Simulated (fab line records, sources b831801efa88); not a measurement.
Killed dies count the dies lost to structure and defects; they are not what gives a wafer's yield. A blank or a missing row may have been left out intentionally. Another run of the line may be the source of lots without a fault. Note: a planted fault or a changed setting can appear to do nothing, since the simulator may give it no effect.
Chamber matching ; flow sky130 ; 3 sister chambers for SKY_CAPM_CVD_00 on pecvd-04
The step deposits SiO2, target thk 15.5 nm. 3 wafers are shown with their chamber, then 12 later ones without.

== WAFERS, EACH WITH ITS CHAMBER ==
wafer;chamber;heaterPowerW (W)
L086.1;2;843
L086.2;0;849
L086.3;1;820

== WAFERS MISSING THEIR CHAMBER ==
wafer;heaterPowerW (W)
L086.4;818
L086.5;808
L086.6;800
L091.2;791
L091.3;794
L091.6;780
L097.2;849
L097.3;809
L097.5;781
L096.2;770
L096.5;774
L096.6;817

== CHAMBER TAKEN BY EACH ==
wafer;from the rows above;in truth
L086.4;can't be placed: 1 or 2 or 0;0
L086.5;can't be placed: 1 or 2 or 0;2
L086.6;can't be placed: 1 or 2 or 0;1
L091.2;can't be placed: 1 or 2 or 0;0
L091.3;can't be placed: 1 or 2 or 0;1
L091.6;can't be placed: 1 or 2 or 0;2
L097.2;can't be placed: 0 or 2 or 1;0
L097.3;can't be placed: 1 or 2 or 0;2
L097.5;can't be placed: 1 or 2 or 0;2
L096.2;can't be placed: 1 or 2 or 0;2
L096.5;can't be placed: 1 or 2 or 0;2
L096.6;can't be placed: 1 or 2 or 0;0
Placed correctly: 0 of 12. Can't be placed from these rows: 12 (the true chamber is among the candidates in 12). Wrongly placed: 0.
How it was worked out, from the rows above alone: a wafer's distance from a chamber is the root of the sum, over the readings, of the square of ((its reading less the chamber's mean) divided by the reading's scatter). If the next closest chamber is less than 2 further off than the closest, the wafer can't be placed; otherwise it belongs to the closest. A chamber's mean is the mean of its shown wafers. The scatter: root of mean squared gap, hidden wafer to nearest shown wafer, with one shown wafer a chamber.
